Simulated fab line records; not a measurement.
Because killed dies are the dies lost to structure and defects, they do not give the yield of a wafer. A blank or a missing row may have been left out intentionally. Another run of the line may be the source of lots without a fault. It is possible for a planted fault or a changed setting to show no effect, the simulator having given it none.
fab line records	flow sky130
record: lots: 24	wafers: 72	last_day: 50
route steps=708 shown METAL3@535 CAPM@538 VIA4@641 METAL5@665
lots that met no fault: from a run of the same line without faults
start_h: start of the lot's first displayed wafer, in hours after the record's first day	wait_h: hours elapsed since this lot's preceding step	" same as the row above	L1.1+2: a single row standing in for several wafers	- no value, or no start given	* or withheld: withheld	< > ~ a bound
route shown NAME@n: names a module that has steps shown in the file, with the first one's number in the route	usual: the fault-free wafers' mean and standard deviation	same: alike in all rows	chamber/n: place in a boat	sites: each site's reading	_std_site: their standard deviation	_edge_site: the outer-site mean with the inner-site mean subtracted	radius_mm: for every site, how far away it sits from the centre of the wafer	mask NAME#n: copy n	behind: the tool/chamber that last shaped the wafer	hold: the reason the lot was held/the length of the hold in hours/how it ended	device: whichever transistor did not switch (one of n, p or np)	end of line: the same wafers' tests at the end of the route	step lacking rows: just its recipe	killed: dies that structure and defects cost at the first sort, which is not the same as the wafer's yield	map: dies across one wafer; x = killed, . = not, _ = none there
set.NAME: the run value of the setting; set.NAME@STEP: its run value at that earlier step	model.NAME: the simulator's own value behind a step, which no gauge read
one table for each step of the route and one row for each wafer, over a sample of lots
services: the hour from which a tool's chamber was out of use, counted from the record's first day as start_h (under 0 if before that day), plus the number of hours and why
== steps ==
step: SKY_METAL3_SPUTTER_03
recipe: material: Ti	target_thk_nm: 5	power_w: 3000	time_s: 3.3	chamber_pressure_pa: 0.4
usual: throttle_valve_pct: 30.3/0.68
lot.wafer	tool	chamber	start_h	wait_h	throttle_valve_pct
L074.2	pvd_sputter-01	-	843.19	0.0	29.2
L074.4	"	-	"	"	31.0
L074.5	"	-	"	"	30.8
L075.1	pvd_sputter-01	-	854.87	0.0	30.9
L075.2	"	-	"	"	29.9
L075.3	"	-	"	"	31.2
L076.1	pvd_sputter-03	-	862.47	0.0	30.6
L076.5	"	-	"	"	29.4
L076.6	"	-	"	"	31.1
L077.1	pvd_sputter-03	-	865.15	0.0	30.7
L077.2	"	-	"	"	31.0
L077.5	"	-	"	"	30.0
L078.3	pvd_sputter-01	-	882.00	0.0	31.0
L078.5	"	-	"	"	29.0
L078.6	"	-	"	"	31.0
L079.1	pvd_sputter-02	-	896.01	0.0	30.6
L079.3	"	-	"	"	29.7
L079.4	"	-	"	"	30.7
L081.2	pvd_sputter-01	-	905.46	0.0	31.2
L081.4	"	-	"	"	29.2
L081.5	"	-	"	"	30.8
L080.2	pvd_sputter-01	-	907.23	0.0	29.3
L080.3	"	-	"	"	31.0
L080.4	"	-	"	"	30.1
L082.1	pvd_sputter-02	-	909.82	0.0	29.6
L082.2	"	-	"	"	30.5
L082.4	"	-	"	"	29.4
L083.2	pvd_sputter-03	-	919.57	0.0	30.9
L083.4	"	-	"	"	30.7
L083.6	"	-	"	"	30.1
L085.2	pvd_sputter-03	-	950.28	0.0	29.1
L085.3	"	-	"	"	30.3
L085.6	"	-	"	"	30.8
L086.1	pvd_sputter-03	-	953.15	0.0	31.1
L086.3	"	-	"	"	30.4
L086.5	"	-	"	"	30.1
L084.4	pvd_sputter-02	-	953.78	0.0	31.3
L084.5	"	-	"	"	31.0
L084.6	"	-	"	"	30.8
L087.1	pvd_sputter-02	-	954.51	0.0	30.6
L087.2	"	-	"	"	31.1
L087.4	"	-	"	"	31.2
L088.2	pvd_sputter-01	-	954.96	0.0	30.0
L088.3	"	-	"	"	30.9
L088.5	"	-	"	"	30.6
L089.1	pvd_sputter-02	-	958.98	0.0	31.4
L089.3	"	-	"	"	29.9
L089.6	"	-	"	"	30.8
L090.1	pvd_sputter-01	-	962.20	0.0	29.9
L090.2	"	-	"	"	30.8
L090.5	"	-	"	"	30.2
L091.2	pvd_sputter-03	-	974.95	0.0	29.4
L091.4	"	-	"	"	30.3
L091.5	"	-	"	"	31.1
L092.3	pvd_sputter-02	-	994.31	0.0	31.3
L092.4	"	-	"	"	30.6
L092.5	"	-	"	"	30.7
L093.1	pvd_sputter-03	-	997.21	0.0	29.3
L093.4	"	-	"	"	30.8
L093.5	"	-	"	"	29.9
L094.3	pvd_sputter-03	-	1000.19	0.0	29.0
L094.4	"	-	"	"	30.9
L094.6	"	-	"	"	29.8
L095.1	pvd_sputter-03	-	1005.69	0.0	30.8
L095.2	"	-	"	"	30.2
L095.3	"	-	"	"	29.1
L096.2	pvd_sputter-02	-	1011.66	0.0	30.8
L096.3	"	-	"	"	30.8
L096.4	"	-	"	"	29.7
L097.2	pvd_sputter-02	-	1012.04	0.0	29.5
L097.5	"	-	"	"	30.7
L097.6	"	-	"	"	31.0
step: SKY_CAPM_THK_MEAS_01
recipe: reads: SiO2_of_CAPM_CVD_00
usual: CAPM_CVD_00_THK: 15.46/0.2
lot.wafer	tool	chamber	start_h	wait_h	CAPM_CVD_00_THK[nm]
L074.2	film_metro-01	-	843.30	-	15.32
L074.4	"	-	"	"	15.37
L074.5	"	-	"	"	15.36
L075.1	film_metro-02	-	854.96	-	15.40
L075.2	"	-	"	"	15.27
L075.3	"	-	"	"	15.27
L076.1	film_metro-02	-	862.55	-	15.67
L076.5	"	-	"	"	15.55
L076.6	"	-	"	"	15.67
L077.1	film_metro-02	-	865.24	-	15.35
L077.2	"	-	"	"	15.42
L077.5	"	-	"	"	15.44
L078.3	film_metro-04	-	882.11	-	15.31
L078.5	"	-	"	"	15.33
L078.6	"	-	"	"	15.29
L079.1	film_metro-01	-	896.10	-	15.43
L079.3	"	-	"	"	15.36
L079.4	"	-	"	"	15.71
L081.2	film_metro-01	-	905.56	-	15.26
L081.4	"	-	"	"	15.62
L081.5	"	-	"	"	15.95
L080.2	film_metro-02	-	907.33	-	15.30
L080.3	"	-	"	"	15.37
L080.4	"	-	"	"	15.56
L082.1	film_metro-02	-	909.91	-	15.56
L082.2	"	-	"	"	15.35
L082.4	"	-	"	"	15.81
L083.2	film_metro-01	-	919.67	-	15.27
L083.4	"	-	"	"	15.33
L083.6	"	-	"	"	15.59
L085.2	film_metro-04	-	950.38	-	15.24
L085.3	"	-	"	"	15.34
L085.6	"	-	"	"	15.50
L086.1	film_metro-04	-	953.24	-	15.50
L086.3	"	-	"	"	15.55
L086.5	"	-	"	"	15.58
L084.4	film_metro-02	-	953.90	-	15.65
L084.5	"	-	"	"	15.42
L084.6	"	-	"	"	15.49
L087.1	film_metro-02	-	954.60	-	15.41
L087.2	"	-	"	"	15.32
L087.4	"	-	"	"	15.50
L088.2	film_metro-02	-	955.06	-	15.02
L088.3	"	-	"	"	15.34
L088.5	"	-	"	"	15.39
L089.1	film_metro-01	-	959.07	-	15.55
L089.3	"	-	"	"	15.32
L089.6	"	-	"	"	15.54
L090.1	film_metro-01	-	962.29	-	15.18
L090.2	"	-	"	"	15.03
L090.5	"	-	"	"	15.52
L091.2	film_metro-01	-	975.05	-	15.32
L091.4	"	-	"	"	15.75
L091.5	"	-	"	"	15.57
L092.3	film_metro-01	-	994.42	-	15.58
L092.4	"	-	"	"	15.65
L092.5	"	-	"	"	15.60
L093.1	film_metro-01	-	997.30	-	15.32
L093.4	"	-	"	"	15.66
L093.5	"	-	"	"	15.79
L094.3	film_metro-02	-	1000.30	-	15.22
L094.4	"	-	"	"	15.64
L094.6	"	-	"	"	15.66
L095.1	film_metro-04	-	1005.79	-	15.26
L095.2	"	-	"	"	15.21
L095.3	"	-	"	"	15.50
L096.2	film_metro-01	-	1011.76	-	15.28
L096.3	"	-	"	"	15.27
L096.4	"	-	"	"	15.81
L097.2	film_metro-02	-	1012.14	-	15.43
L097.5	"	-	"	"	15.37
L097.6	"	-	"	"	15.36
step: SKY_METAL3_CD_MEAS_13
recipe: target_cd_nm: 300
usual: cd_nm: 299.9/1.4
lot.wafer	tool	chamber	start_h	wait_h	cd_nm
L074.2	cd_sem-02	-	895.23	-	297.5
L074.4	"	-	"	"	297.7
L074.5	"	-	"	"	296.5
L075.1	cd_sem-02	-	906.90	-	299.1
L075.2	"	-	"	"	298.8
L075.3	"	-	"	"	298.4
L076.1	cd_sem-02	-	914.21	-	299.5
L076.5	"	-	"	"	299.0
L076.6	"	-	"	"	298.6
L077.1	cd_sem-02	-	917.01	-	302.4
L077.2	"	-	"	"	302.7
L077.5	"	-	"	"	302.3
L078.3	cd_sem-01	-	932.89	-	300.8
L078.5	"	-	"	"	301.9
L078.6	"	-	"	"	300.8
L079.1	cd_sem-01	-	945.95	-	301.9
L079.3	"	-	"	"	301.9
L079.4	"	-	"	"	301.5
L081.2	cd_sem-02	-	954.53	-	301.0
L081.4	"	-	"	"	298.8
L081.5	"	-	"	"	300.2
L080.2	cd_sem-02	-	957.53	-	298.7
L080.3	"	-	"	"	298.0
L080.4	"	-	"	"	298.7
L082.1	cd_sem-02	-	960.20	-	300.9
L082.2	"	-	"	"	298.6
L082.4	"	-	"	"	299.9
L083.2	cd_sem-02	-	969.77	-	299.7
L083.4	"	-	"	"	300.5
L083.6	"	-	"	"	299.4
L085.2	cd_sem-02	-	998.92	-	301.7
L085.3	"	-	"	"	300.9
L085.6	"	-	"	"	301.8
L086.1	cd_sem-02	-	1001.05	-	301.3
L086.3	"	-	"	"	300.1
L086.5	"	-	"	"	300.0
L084.4	cd_sem-01	-	1002.07	-	299.9
L084.5	"	-	"	"	299.6
L084.6	"	-	"	"	299.0
L087.1	cd_sem-02	-	1003.65	-	301.8
L087.2	"	-	"	"	301.8
L087.4	"	-	"	"	301.4
L088.2	cd_sem-01	-	1003.77	-	299.4
L088.3	"	-	"	"	300.9
L088.5	"	-	"	"	300.1
L089.1	cd_sem-01	-	1006.46	-	299.9
L089.3	"	-	"	"	301.4
L089.6	"	-	"	"	300.7
L090.1	cd_sem-02	-	1009.91	-	298.6
L090.2	"	-	"	"	298.9
L090.5	"	-	"	"	297.5
L091.2	cd_sem-02	-	1021.32	-	299.3
L091.4	"	-	"	"	298.5
L091.5	"	-	"	"	299.4
L092.3	cd_sem-01	-	1040.59	-	301.2
L092.4	"	-	"	"	301.0
L092.5	"	-	"	"	298.8
L093.1	cd_sem-01	-	1043.31	-	298.6
L093.4	"	-	"	"	299.5
L093.5	"	-	"	"	300.0
L094.3	cd_sem-02	-	1046.75	-	300.1
L094.4	"	-	"	"	300.1
L094.6	"	-	"	"	299.6
L095.1	cd_sem-01	-	1051.20	-	299.4
L095.2	"	-	"	"	300.1
L095.3	"	-	"	"	299.3
L096.2	cd_sem-01	-	1057.37	-	298.9
L096.3	"	-	"	"	299.7
L096.4	"	-	"	"	300.1
L097.2	cd_sem-02	-	1058.12	-	298.9
L097.5	"	-	"	"	296.5
L097.6	"	-	"	"	298.7
step: SKY_VIA4_CMP_02
recipe: material: SiO2	down_force_psi: 4	platen_rpm: 60	pad_velocity_m_s: 0.94248
usual: motor_current_A: 12.1/1.2
lot.wafer	tool	chamber	start_h	wait_h	motor_current_A
L074.2	cmp-01	3	974.98	0.1	13.1
L074.4	"	0	"	"	11.2
L074.5	"	3	"	"	13.2
L075.3	cmp-01	2	985.61	0.0	14.5
L075.1	"	3	"	"	12.2
L075.2	"	1	"	"	11.6
L076.1	cmp-02	1	991.22	0.1	11.4
L076.5	"	0	"	"	10.0
L076.6	"	1	"	"	11.4
L077.1	cmp-02	3	994.40	0.1	13.5
L077.2	"	2	"	"	12.2
L077.5	"	0	"	"	10.0
L078.3	cmp-01	1	1008.56	0.1	12.0
L078.5	"	0	"	"	11.2
L078.6	"	1	"	"	12.0
L079.3	cmp-02	3	1020.93	0.0	12.5
L079.4	"	1	"	"	12.2
L079.1	"	2	"	"	12.3
L081.2	cmp-01	1	1029.35	0.1	11.2
L081.4	"	3	"	"	12.9
L081.5	"	0	"	"	10.5
L080.3	cmp-02	2	1032.23	0.0	12.2
L080.2	"	3	"	"	13.0
L080.4	"	1	"	"	12.1
L082.1	cmp-02	0	1035.37	0.1	9.7
L082.4	"	1	"	"	11.4
L082.2	"	2	"	"	12.3
L083.2	cmp-02	0	1045.37	0.1	10.5
L083.4	"	1	"	"	11.3
L083.6	"	3	"	"	13.2
L085.3	cmp-01	2	1070.60	0.1	13.2
L085.2	"	3	"	"	12.4
L085.6	"	1	"	"	12.2
L086.1	cmp-01	2	1073.37	0.1	14.3
L086.3	"	3	"	"	13.1
L086.5	"	3	"	"	12.9
L084.4	cmp-01	3	1074.00	0.1	13.0
L084.5	"	1	"	"	11.2
L084.6	"	2	"	"	13.6
L087.1	cmp-02	1	1074.65	0.1	11.9
L087.2	"	2	"	"	12.7
L087.4	"	3	"	"	13.7
L088.3	cmp-01	0	1075.31	0.0	11.0
L088.2	"	2	"	"	13.8
L088.5	"	1	"	"	11.5
L089.1	cmp-01	1	1077.31	0.4	11.8
L089.3	"	3	"	"	13.2
L089.6	"	0	"	"	11.2
L090.2	cmp-02	0	1081.71	0.1	9.9
L090.1	"	1	"	"	11.9
L090.5	"	0	"	"	9.8
L091.2	cmp-01	3	1097.69	0.3	13.5
L091.4	"	1	"	"	11.6
L091.5	"	3	"	"	13.1
L092.4	cmp-01	0	1108.23	0.1	11.0
L092.3	"	1	"	"	12.1
L092.5	"	3	"	"	12.3
L093.1	cmp-01	2	1112.09	0.1	13.7
L093.4	"	3	"	"	13.2
L093.5	"	2	"	"	13.5
L094.4	cmp-02	2	1114.09	0.0	12.4
L094.3	"	1	"	"	11.9
L094.6	"	3	"	"	13.2
L095.3	cmp-01	3	1117.41	0.0	13.2
L095.1	"	1	"	"	11.5
L095.2	"	2	"	"	13.5
L096.3	cmp-02	2	1123.55	0.0	13.0
L096.4	"	3	"	"	13.1
L096.2	"	0	"	"	10.2
L097.2	cmp-01	3	1124.37	0.1	12.2
L097.5	"	2	"	"	13.4
L097.6	"	3	"	"	12.6
step: SKY_VIA4_ETCH_12
recipe: target: SiO2	chemistry: C4F8/O2/Ar	stop_on: TiN	mask_material: NOVOLAK	source_w: 1500	bias_w: 1200	pressure_mtorr: 40	c4f8_flow_sccm: withheld	O2_flow_sccm: 6	Ar_flow_sccm: 300	time_s: withheld	target_depth_a: 5800
usual: bias_w: 1200/3.6	oes_product_au: 0.926/0.0048
lot.wafer	tool	chamber	start_h	wait_h	bias_w	oes_product_au
L074.2	rie_diel-03	0	998.55	0.0	1200	0.923
L074.4	"	2	"	"	1203	0.924
L074.5	"	1	"	"	1197	0.926
L075.1	rie_diel-04	0	1009.60	0.0	1205	0.923
L075.2	"	2	"	"	1201	0.924
L075.3	"	3	"	"	1198	0.930
L076.1	rie_diel-02	0	1014.19	0.0	1198	0.926
L076.5	"	3	"	"	1199	0.934
L076.6	"	2	"	"	1208	0.925
L077.1	rie_diel-02	3	1017.54	0.0	1200	0.937
L077.2	"	2	"	"	1197	0.930
L077.5	"	0	"	"	1207	0.929
L078.3	rie_diel-03	0	1031.99	0.0	1201	0.930
L078.5	"	1	"	"	1201	0.931
L078.6	"	2	"	"	1199	0.920
L079.1	rie_diel-03	1	1044.00	0.0	1201	0.925
L079.3	"	0	"	"	1196	0.935
L079.4	"	2	"	"	1201	0.925
L081.2	rie_diel-04	3	1051.89	0.0	1199	0.929
L081.4	"	3	"	"	1201	0.929
L081.5	"	2	"	"	1203	0.920
L080.2	rie_diel-04	3	1053.80	0.0	1201	0.925
L080.3	"	1	"	"	1196	0.925
L080.4	"	1	"	"	1200	0.923
L082.1	rie_diel-03	1	1057.75	0.0	1199	0.932
L082.2	"	3	"	"	1201	0.922
L082.4	"	2	"	"	1201	0.927
L083.2	rie_diel-04	3	1077.59	0.0	1199	0.937
L083.4	"	1	"	"	1201	0.917
L083.6	"	3	"	"	1200	0.926
L085.2	rie_diel-02	3	1091.29	0.0	1202	0.927
L085.3	"	1	"	"	1195	0.926
L085.6	"	2	"	"	1196	0.924
L086.1	rie_diel-02	2	1093.54	0.0	1202	0.931
L086.3	"	1	"	"	1198	0.926
L086.5	"	2	"	"	1208	0.921
L084.4	rie_diel-04	2	1094.78	0.0	1196	0.927
L084.5	"	1	"	"	1200	0.925
L084.6	"	3	"	"	1201	0.931
L087.1	rie_diel-02	1	1095.49	0.0	1206	0.917
L087.2	"	3	"	"	1207	0.929
L087.4	"	2	"	"	1203	0.922
L088.2	rie_diel-03	2	1096.09	0.0	1206	0.926
L088.3	"	0	"	"	1199	0.929
L088.5	"	2	"	"	1205	0.922
L089.1	rie_diel-04	2	1098.19	0.0	1210	0.926
L089.3	"	3	"	"	1197	0.924
L089.6	"	2	"	"	1204	0.923
L090.1	rie_diel-04	3	1102.34	0.0	1193	0.931
L090.2	"	1	"	"	1207	0.914
L090.5	"	1	"	"	1200	0.923
L091.2	rie_diel-02	0	1117.79	0.0	1198	0.921
L091.4	"	3	"	"	1200	0.922
L091.5	"	3	"	"	1200	0.929
L092.3	rie_diel-02	2	1127.80	0.0	1205	0.928
L092.4	"	1	"	"	1206	0.924
L092.5	"	3	"	"	1199	0.925
L093.1	rie_diel-04	2	1131.39	0.0	1199	0.924
L093.4	"	0	"	"	1202	0.926
L093.5	"	1	"	"	1202	0.925
L094.3	rie_diel-02	2	1132.84	0.0	1200	0.929
L094.4	"	1	"	"	1203	0.921
L094.6	"	2	"	"	1193	0.919
L095.1	rie_diel-04	1	1137.09	0.0	1200	0.915
L095.2	"	3	"	"	1200	0.931
L095.3	"	2	"	"	1198	0.918
L096.2	rie_diel-04	1	1143.54	0.0	1193	0.922
L096.3	"	3	"	"	1201	0.924
L096.4	"	2	"	"	1203	0.933
L097.2	rie_diel-03	1	1143.80	0.0	1195	0.930
L097.5	"	0	"	"	1195	0.921
L097.6	"	1	"	"	1198	0.924
step: SKY_METAL5_SPUTTER_04
recipe: material: TiN	target_thk_nm: 70	power_w: 6500	time_s: 58.3	chamber_pressure_pa: 0.4
usual: throttle_valve_pct: 30.4/0.85
lot.wafer	tool	chamber	start_h	wait_h	throttle_valve_pct
L074.2	pvd_sputter-04	-	1000.06	0.0	31.4
L074.4	"	-	"	"	30.3
L074.5	"	-	"	"	30.4
L075.1	pvd_sputter-04	-	1011.31	0.0	28.3
L075.2	"	-	"	"	31.3
L075.3	"	-	"	"	30.3
L076.1	pvd_sputter-01	-	1015.96	0.0	31.0
L076.5	"	-	"	"	29.8
L076.6	"	-	"	"	30.9
L077.1	pvd_sputter-01	-	1019.15	0.0	30.4
L077.2	"	-	"	"	28.9
L077.5	"	-	"	"	30.9
L078.3	pvd_sputter-01	-	1033.48	0.0	31.0
L078.5	"	-	"	"	30.8
L078.6	"	-	"	"	29.7
L079.1	pvd_sputter-04	-	1045.57	0.0	31.4
L079.3	"	-	"	"	30.9
L079.4	"	-	"	"	28.1
L081.2	pvd_sputter-02	-	1053.41	0.0	30.8
L081.4	"	-	"	"	30.8
L081.5	"	-	"	"	30.8
L080.2	pvd_sputter-02	-	1055.34	0.0	29.6
L080.3	"	-	"	"	31.0
L080.4	"	-	"	"	30.7
L082.1	pvd_sputter-02	-	1059.22	0.0	29.7
L082.2	"	-	"	"	30.9
L082.4	"	-	"	"	30.0
L083.2	pvd_sputter-02	-	1079.09	0.0	30.8
L083.4	"	-	"	"	31.5
L083.6	"	-	"	"	29.7
L085.2	pvd_sputter-01	-	1093.21	0.0	29.3
L085.3	"	-	"	"	31.3
L085.6	"	-	"	"	30.0
L086.1	pvd_sputter-01	-	1095.69	0.0	31.0
L086.3	"	-	"	"	31.2
L086.5	"	-	"	"	29.3
L084.4	pvd_sputter-04	-	1096.66	0.0	28.2
L084.5	"	-	"	"	31.3
L084.6	"	-	"	"	30.9
L087.1	pvd_sputter-01	-	1097.80	0.0	31.1
L087.2	"	-	"	"	29.8
L087.4	"	-	"	"	29.3
L088.2	pvd_sputter-02	-	1097.85	0.0	30.7
L088.3	"	-	"	"	30.9
L088.5	"	-	"	"	31.3
L089.1	pvd_sputter-02	-	1100.65	0.0	29.6
L089.3	"	-	"	"	30.9
L089.6	"	-	"	"	31.2
L090.1	pvd_sputter-04	-	1103.95	0.0	28.3
L090.2	"	-	"	"	31.0
L090.5	"	-	"	"	30.6
L091.2	pvd_sputter-02	-	1119.41	0.0	30.8
L091.4	"	-	"	"	30.6
L091.5	"	-	"	"	30.7
L092.3	pvd_sputter-01	-	1129.28	0.0	29.1
L092.4	"	-	"	"	29.2
L092.5	"	-	"	"	30.9
L093.1	pvd_sputter-04	-	1133.04	0.0	31.4
L093.4	"	-	"	"	30.4
L093.5	"	-	"	"	31.3
L094.3	pvd_sputter-01	-	1134.32	0.0	29.2
L094.4	"	-	"	"	30.1
L094.6	"	-	"	"	29.2
L095.1	pvd_sputter-02	-	1138.57	0.0	30.7
L095.2	"	-	"	"	31.4
L095.3	"	-	"	"	31.1
L096.2	pvd_sputter-02	-	1145.14	0.0	29.8
L096.3	"	-	"	"	30.8
L096.4	"	-	"	"	31.4
L097.2	pvd_sputter-01	-	1145.37	0.0	30.8
L097.5	"	-	"	"	31.0
L097.6	"	-	"	"	29.3
== services ==
tool	chamber	start_h	hours	kind
pvd_sputter-02	-	848.07	10.6	repair
rie_diel-04	-	853.38	4.8	repair
rie_diel-04	0	866.96	2.2	repair
pvd_sputter-01	-	883.18	0.5	repair
cmp-01	-	884.93	12.3	pm
cmp-02	-	902.09	2.6	repair
cmp-02	-	912.00	4.0	pm
pvd_sputter-02	-	919.41	1.2	repair
cmp-01	-	942.26	0.4	repair
pvd_sputter-01	-	943.94	2.7	repair
rie_diel-04	2	948.52	5.1	repair
rie_diel-04	2	960.83	3.8	repair
pvd_sputter-01	-	978.24	5.9	repair
cmp-01	-	995.22	0.8	repair
rie_diel-04	3	1013.03	8.6	repair
cmp-02	-	1015.25	3.9	pm
rie_diel-04	0	1027.47	103.4	repair
pvd_sputter-01	-	1053.19	4.2	repair
cmp-01	-	1084.27	4.0	pm
cmp-01	-	1099.28	2.9	repair
cmp-02	-	1115.26	3.8	repair
cmp-01	-	1121.14	1.3	repair
cmp-01	-	1125.24	4.0	pm
pvd_sputter-01	-	1138.86	4.1	repair
== key ==
fault none
